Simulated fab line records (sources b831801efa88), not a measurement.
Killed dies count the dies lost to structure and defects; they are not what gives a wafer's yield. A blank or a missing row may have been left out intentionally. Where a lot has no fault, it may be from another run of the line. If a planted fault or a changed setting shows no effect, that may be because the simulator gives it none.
fab line records -- flow sky130
[record] lots = 5, wafers = 15, lastDay = 50
route steps=708 shown LDD_HVP@281 LDD_LDN@289 PAD_OPEN@708
lots that met no fault: taken from a fault-free run of the same line
startH: start of the lot's first displayed wafer, in hours after the record's first day -- waitH: hours from the lot's prior step to this one -- " identical to the entry in the row above -- L1.1+2: a single row standing in for several wafers -- - value missing, or start not given -- * or withheld: withheld -- < > ~ a bound
route shown NAME@n: names a module that has steps shown in the file, with the first one's number in the route -- usual: mean/standard deviation taken from wafers without a fault -- same: alike in all rows -- chamber/n: place in a boat -- sites: readings site by site -- _std_site: the values' standard deviation -- _edge_site: inner sites' mean taken away from outer sites' mean -- radiusMm: for every site, how far away it sits from the centre of the wafer -- mask NAME#n: copy n -- behind: the most recent tool/chamber to have shaped the wafer -- hold: the reason the lot was held/the length of the hold in hours/how it ended -- device: whichever transistor did not switch (one of n, p or np) -- end of line: the same wafers' tests at the end of the route -- a step given without rows: its recipe and nothing more -- killed: dies lost to structure and defects at the first sort, not the wafer's yield -- map: the dies of a wafer, with x for killed, . for not killed, _ for no die there
set.NAME: setting as actually run; set.NAME@STEP: the setting as run at that earlier step -- model.NAME: the simulator's own value behind a step, which no gauge read
lots seen at some steps along the route; tables by step, rows by wafer
services: a tool's chamber out of use, with start hour (startH, from the record's first day; less than 0 if before it), hours out, and reason
[[steps]]
[step SKY_LDD_HVP_SOFTBAKE_03]
[recipe] tempC = 90, timeS = 60, resist = NOVOLAK
[step SKY_LDD_HVP_EXPOSE_04]
[recipe] maskId = HVPTM, na = 0.6, sourceShape = conventional, sigmaOuter = 0.6, polarization = unpolarized, targetCdNm = 700, doseMj = 86
[step SKY_LDD_HVP_PEB_05]
[recipe] tempC = withheld, timeS = *, resist = NOVOLAK
[step SKY_LDD_HVP_DEVELOP_06]
[recipe] resist = NOVOLAK, developer = TMAH, developTimeS = 60, devTempC = 23
[step SKY_LDD_HVP_OVL_MEAS_07]
[usual] LDD_HVP_OVL = -0.1/1.4
lot.wafer,tool,chamber,startH,waitH,LDD_HVP_OVL[nm]
L633.1,overlay-02,-,491.51,0.1,-0.8
L633.2,overlay-02,-,491.51,0.1,0.1
L633.4,overlay-02,-,491.51,0.1,0.3
L642.1,overlay-01,-,604.33,0.1,-0.6
L642.2,overlay-01,-,604.33,0.1,0.3
L642.3,overlay-01,-,604.33,0.1,-2.0
L643.3,overlay-01,-,606.92,0.1,1.7
L643.4,overlay-01,-,606.92,0.1,0.8
L643.5,overlay-01,-,606.92,0.1,0.2
L652.1,overlay-01,-,655.21,0.1,-0.4
L652.2,overlay-01,-,655.21,0.1,-0.5
L652.6,overlay-01,-,655.21,0.1,-0.5
L655.2,overlay-02,-,677.86,0.1,0.3
L655.5,overlay-02,-,677.86,0.1,-0.9
L655.6,overlay-02,-,677.86,0.1,0.9
[step SKY_LDD_HVP_IMPLANT_08]
[recipe] species = B, energyKev = 20, doseCm2 = 1.7e+13, tiltDeg = 17.9
[step SKY_LDD_HVP_STRIP_09]
[recipe] chemistry = O2/N2, powerW = 1400, pressureMtorr = 1500, platenTempC = withheld, o2FlowSccm = 3000, n2FlowSccm = 300, overashFraction = 0.5
[usual] chamberPressureMTorr = 1500.2/1.5, drypumpMotorCurrentA = 5.6/0.41, o2FlowSccm = 2998/8.5, oesProductAu = 0.409/0.0049, stripTimeToEndpointS = 4.140/0.013
lot.wafer,tool,chamber,startH,waitH,chamberPressureMTorr,drypumpMotorCurrentA,o2FlowSccm,oesProductAu,rfHoursCounterH,stripTimeToEndpointS
L633.1,plasmaAsher-01,1,491.69,0.1,1501.5,5.5,3005,0.407,67,4.140
L633.2,plasmaAsher-01,0,491.69,0.1,1499.4,6.0,2989,0.414,67,4.147
L633.4,plasmaAsher-01,1,491.69,0.1,1498.4,5.5,3009,0.417,-,4.143
L642.1,plasmaAsher-02,0,604.51,0.1,1502.1,5.0,2993,0.404,51,4.111
L642.2,plasmaAsher-02,1,604.51,0.1,1498.8,5.5,2985,0.406,51,4.137
L642.3,plasmaAsher-02,1,604.51,0.1,1499.5,5.5,2989,0.406,-,4.144
L643.3,plasmaAsher-04,1,607.12,0.1,1498.1,5.2,2982,0.401,-,4.144
L643.4,plasmaAsher-04,0,607.12,0.1,1499.2,6.2,3001,0.402,-,4.132
L643.5,plasmaAsher-04,1,607.12,0.1,1501.0,5.2,2995,0.408,-,4.130
L652.1,plasmaAsher-04,0,655.39,0.1,1499.8,6.2,3000,0.404,22,4.138
L652.2,plasmaAsher-04,1,655.39,0.1,1503.6,5.2,3012,0.408,22,4.130
L652.6,plasmaAsher-04,0,655.39,0.1,1501.4,6.2,3011,0.416,-,4.136
L655.2,plasmaAsher-02,0,678.04,0.1,1499.5,5.0,2996,0.398,59,4.148
L655.5,plasmaAsher-02,0,678.04,0.1,1500.9,5.0,2993,0.410,-,4.124
L655.6,plasmaAsher-02,1,678.04,0.1,1500.6,5.5,3011,0.409,-,4.135
[step SKY_LDD_HVP_TW_MEAS_10]
[usual] LDD_HVP_TW = 453/4.1
lot.wafer,tool,chamber,startH,waitH,LDD_HVP_TW
L633.1,filmMetro-03,-,491.79,0.1,458
L633.2,filmMetro-03,-,491.79,0.1,460
L633.4,filmMetro-03,-,491.79,0.1,461
L642.1,filmMetro-03,-,604.61,0.1,459
L642.2,filmMetro-03,-,604.61,0.1,461
L642.3,filmMetro-03,-,604.61,0.1,458
L643.3,filmMetro-01,-,607.21,0.1,447
L643.4,filmMetro-01,-,607.21,0.1,453
L643.5,filmMetro-01,-,607.21,0.1,452
L652.1,filmMetro-01,-,655.49,0.1,451
L652.2,filmMetro-01,-,655.49,0.1,448
L652.6,filmMetro-01,-,655.49,0.1,451
L655.2,filmMetro-01,-,678.15,0.1,450
L655.5,filmMetro-01,-,678.15,0.1,452
L655.6,filmMetro-01,-,678.15,0.1,450
[step SKY_LDD_LDN_DEHYDRATE_00]
[recipe] tempC = 200, timeS = 60
[step SKY_LDD_LDN_HMDS_01]
[recipe] primeTimeS = 60, primeTempC = 120
[step SKY_LDD_LDN_COAT_02]
[recipe] resist = NOVOLAK, spinRpm = 3000, resistThkNm = 1140
[step SKY_LDD_LDN_SOFTBAKE_03]
[recipe] tempC = 90, timeS = 60, resist = NOVOLAK
[step SKY_LDD_LDN_EXPOSE_04]
[recipe] maskId = LDNTM, na = 0.6, sourceShape = conventional, sigmaOuter = 0.6, polarization = unpolarized, targetCdNm = 700, doseMj = 140
lot.wafer,tool,chamber,startH,waitH,mask
L633.1+2+4,ilineStepper-01,0,508.29,-,LDNTM#0
L642.1+2+3,ilineStepper-01,0,618.93,-,LDNTM#0
L643.3+4+5,ilineStepper-01,0,621.65,-,LDNTM_R1#0
L652.1+2+6,ilineStepper-02,0,670.42,-,LDNTM#0
L655.2+5+6,ilineStepper-02,0,693.13,-,LDNTM#0
[step SKY_LDD_LDN_PEB_05]
[recipe] tempC = withheld, timeS = *, resist = NOVOLAK
[step SKY_PAD_OPEN_PROBE_99]
[usual] killed_at_M0_to_M3 = 43/7.5, killed_at_M4_up = 2.8/1.8, killedAtContacts = 24/5.3, killedAtFrontEnd = 14/4.2, killedAtOther = 0.3/0.54, killedDies = 84/9.4, killedOpen = 46/7.1, killedShort = 38/6.6
[same] grossDies = 492, killedAtBackSide = 0
lot.wafer,tool,chamber,startH,waitH,killed_at_M0_to_M3,killed_at_M4_up,killedAtContacts,killedAtFrontEnd,killedAtOther,killedDies,killedOpen,killedShort
L633.1,prober-02,-,1079.61,0.1,46,3,29,9,1,88,57,30
L633.2,prober-02,-,1079.66,0.1,50,1,32,12,0,95,52,43
L633.4,prober-02,-,1079.76,0.2,49,1,27,14,1,92,56,36
L642.1,prober-01,-,1152.76,0.1,55,1,29,23,0,108,58,50
L642.2,prober-01,-,1152.81,0.1,43,5,26,12,1,87,56,31
L642.3,prober-01,-,1152.86,0.2,49,3,22,18,0,92,45,47
L643.3,prober-02,-,1154.23,0.4,39,1,30,10,0,80,40,39
L643.4,prober-02,-,1154.28,0.4,37,6,31,12,1,87,51,36
L643.5,prober-02,-,1154.33,0.5,32,2,26,13,0,73,46,27
L652.1,prober-02,-,1180.93,0.1,40,3,18,15,1,77,44,33
L652.2,prober-02,-,1180.98,0.1,32,2,26,18,0,78,40,38
L652.6,prober-02,-,1181.18,0.2,52,5,24,7,0,88,51,37
L655.2,prober-01,-,1194.27,0.1,42,3,28,15,0,88,58,30
L655.5,prober-01,-,1194.42,0.2,42,7,23,10,0,82,41,41
L655.6,prober-01,-,1194.47,0.2,42,4,22,18,0,86,47,38
// killed by level:class
L633.1 VIA1:geometricParticle:open=12 CONTACT:geometricParticle:open=9 VIA2:geometricParticle:open=9 LI_CONTACT:geometricParticle:open=8 VIA3:geometricParticle:open=7 LOCAL_INTERCONNECT:geometricParticle:short=5 FIELD_ISO:geometricParticle:open=4 VIA2:geometricParticle:short=4
L633.2 VIA1:geometricParticle:open=15 CONTACT:geometricParticle:open=12 CONTACT:geometricParticle:short=7 LOCAL_INTERCONNECT:geometricParticle:short=6 VIA3:geometricParticle:short=6 VIA3:geometricParticle:open=6 LI_CONTACT:geometricParticle:open=5 VIA1:geometricParticle:short=5
L633.4 VIA1:geometricParticle:open=12 LI_CONTACT:geometricParticle:open=9 VIA2:geometricParticle:open=8 CONTACT:geometricParticle:open=7 CONTACT:geometricParticle:short=6 VIA3:geometricParticle:open=6 VIA2:geometricParticle:short=5 VIA1:geometricParticle:short=5
L642.1 VIA1:geometricParticle:open=18 CONTACT:geometricParticle:open=12 VIA1:geometricParticle:short=9 POLY_GATE:geometricParticle:short=6 POLY_GATE:geometricParticle:open=6 LI_CONTACT:geometricParticle:open=5 METAL1:geometricParticle:short=5 METAL2:geometricParticle:short=5
L642.2 CONTACT:geometricParticle:open=15 VIA1:geometricParticle:open=10 VIA2:geometricParticle:open=7 LI_CONTACT:geometricParticle:open=6 VIA1:geometricParticle:short=6 VIA3:geometricParticle:open=6 FIELD_ISO:geometricParticle:open=5 METAL2:geometricParticle:short=5
L642.3 VIA1:geometricParticle:open=15 VIA1:geometricParticle:short=9 CONTACT:geometricParticle:open=8 LI_CONTACT:geometricParticle:open=6 VIA3:geometricParticle:short=6 METAL2:geometricParticle:short=5 VIA2:geometricParticle:open=5 POLY_GATE:geometricParticle:open=4
L643.3 LI_CONTACT:geometricParticle:open=8 LOCAL_INTERCONNECT:geometricParticle:short=7 VIA2:geometricParticle:open=7 VIA3:geometricParticle:open=7 CONTACT:geometricParticle:short=6 VIA1:geometricParticle:open=6 CONTACT:geometricParticle:open=5 METAL3:geometricParticle:short=4
L643.4 LI_CONTACT:geometricParticle:open=9 VIA1:geometricParticle:open=9 LOCAL_INTERCONNECT:geometricParticle:short=8 CONTACT:geometricParticle:open=8 VIA3:geometricParticle:open=7 VIA2:geometricParticle:open=6 LI_CONTACT:geometricParticle:short=5 METAL4:geometricParticle:short=5
L643.5 LI_CONTACT:geometricParticle:open=8 VIA1:geometricParticle:open=7 VIA2:geometricParticle:open=7 VIA3:geometricParticle:open=7 CONTACT:geometricParticle:open=6 LOCAL_INTERCONNECT:geometricParticle:short=4 FIELD_ISO:geometricParticle:open=3 POLY_GATE:geometricParticle:short=3
L652.1 VIA1:geometricParticle:open=9 VIA2:geometricParticle:open=9 CONTACT:geometricParticle:open=7 VIA3:geometricParticle:open=6 FIELD_ISO:geometricParticle:open=4 FIELD_ISO:geometricParticle:short=4 POLY_GATE:geometricParticle:short=4 LI_CONTACT:geometricParticle:open=4
L652.2 LOCAL_INTERCONNECT:geometricParticle:short=7 CONTACT:geometricParticle:open=7 VIA2:geometricParticle:open=7 LI_CONTACT:geometricParticle:open=5 VIA1:geometricParticle:short=5 VIA1:geometricParticle:open=5 METAL2:geometricParticle:short=5 FIELD_ISO:geometricParticle:open=4
L652.6 VIA2:geometricParticle:open=9 CONTACT:geometricParticle:open=9 METAL1:geometricParticle:short=9 VIA1:geometricParticle:open=7 LI_CONTACT:geometricParticle:open=6 VIA3:geometricParticle:open=6 METAL2:geometricParticle:short=6 FIELD_ISO:geometricParticle:open=5
L655.2 LI_CONTACT:geometricParticle:open=13 CONTACT:geometricParticle:open=10 VIA1:geometricParticle:open=9 VIA1:geometricParticle:short=9 POLY_GATE:geometricParticle:open=7 VIA2:geometricParticle:open=5 VIA3:geometricParticle:open=4 METAL2:geometricParticle:short=4
L655.5 VIA1:geometricParticle:open=8 CONTACT:geometricParticle:open=8 VIA2:geometricParticle:open=7 CONTACT:geometricParticle:short=6 VIA1:geometricParticle:short=6 FIELD_ISO:geometricParticle:open=5 METAL2:geometricParticle:short=5 VIA3:geometricParticle:short=5
L655.6 VIA1:geometricParticle:open=9 VIA2:geometricParticle:open=8 CONTACT:geometricParticle:open=7 FIELD_ISO:geometricParticle:short=6 LI_CONTACT:geometricParticle:open=6 VIA1:geometricParticle:short=6 VIA3:geometricParticle:open=6 FIELD_ISO:geometricParticle:open=4
[[services]]
tool,chamber,startH,hours,kind
ilineStepper-01,0,483.27,-,calibration
ilineStepper-01,-,495.95,1.7,pm
plasmaAsher-01,-,545.24,8.8,repair
plasmaAsher-01,-,580.48,28.1,pm
ilineStepper-02,-,594.09,4.2,repair
plasmaAsher-02,-,595.22,2.8,pm
ilineStepper-01,-,609.19,0.6,repair
ilineStepper-02,0,615.17,-,calibration
ilineStepper-02,-,622.42,1.7,pm
ilineStepper-01,-,629.34,3.7,repair
ilineStepper-01,0,692.12,-,calibration
[[key]]
[firstSign] step = SKY_LDD_LDN_EXPOSE_04, reading = mask, direction = changed
effect none on later readings
metAt SKY_LDD_LDN_EXPOSE_04
struckWafers L643.3,L643.4,L643.5
testerLeftOut L643
onsetBetween 618.93 621.65
[fault] kind = wrongMask, tool = any, chamber = -, onsetH = 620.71, steps = SKY_LDD_LDN_EXPOSE_04, auxCopy = LDNTM_R1#0, cdOffsetNm = 49, scope = struckLotsOnly
// testerLeftOut: of these lots the tester's yield and bins aren't shown, on N5 and GAA mostly nor the transistor test; their killed dies are dies lost to structure and defects alone, not to doping, threshold or leakage, so they don't give the yield
